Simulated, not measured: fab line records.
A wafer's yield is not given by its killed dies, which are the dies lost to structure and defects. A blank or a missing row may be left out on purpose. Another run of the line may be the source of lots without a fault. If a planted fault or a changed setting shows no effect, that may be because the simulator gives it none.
Chamber matching + flow gf180mcu + 4 sister chambers for GF_V3_CMP_26 on cmp-02
The step polishes, stops on SiO2, t overpolish 15 s, target thk 0 nm. 4 wafers are shown with their chamber, then 8 later ones without.

## WAFERS PAIRED WITH THEIR CHAMBERS
| wafer  | chamber | motor-current-A (A) |
|--------|---------|---------------------|
| L587.4 | 0       | 12.0                |
| L590.3 | 1       | 12.2                |
| L590.6 | 3       | 12.8                |
| L593.1 | 2       | 11.8                |

## WAFERS MISSING THEIR CHAMBER
| wafer  | motor-current-A (A) |
|--------|---------------------|
| L593.4 | 11.1                |
| L593.5 | 12.7                |
| L595.1 | 12.3                |
| L595.3 | 11.2                |
| L595.6 | 12.3                |
| L596.1 | 12.1                |
| L596.4 | 12.4                |
| L596.5 | 13.0                |

## WHICH CHAMBER EACH WENT THROUGH
| wafer  | from the rows above               | in truth |
|--------|-----------------------------------|----------|
| L593.4 | can't be placed: 2 or 0 or 1      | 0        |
| L593.5 | can't be placed: 3 or 1 or 0      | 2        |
| L595.1 | can't be placed: 1 or 0 or 2 or 3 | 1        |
| L595.3 | can't be placed: 2 or 0 or 1      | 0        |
| L595.6 | can't be placed: 1 or 0 or 2 or 3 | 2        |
| L596.1 | can't be placed: 0 or 1 or 2 or 3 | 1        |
| L596.4 | can't be placed: 1 or 0 or 3 or 2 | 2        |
| L596.5 | can't be placed: 3 or 1           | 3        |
0 of 8 placed correctly. These rows do not allow placing 8 (true chamber among the candidates in 7). Number placed wrongly: 0.
How it was worked out, from the rows above alone: a wafer's distance from a chamber is the root of the sum, over the readings, of the square of ((its reading less the chamber's mean) divided by the reading's scatter). If the next closest chamber is less than 2 further off than the closest, the wafer can't be placed; otherwise it belongs to the closest. The mean given for a chamber averages the wafers shown for that chamber. The scatter (one wafer shown for each chamber): square how far every hidden wafer sits from the nearest shown wafer, average those squares and take the square root.
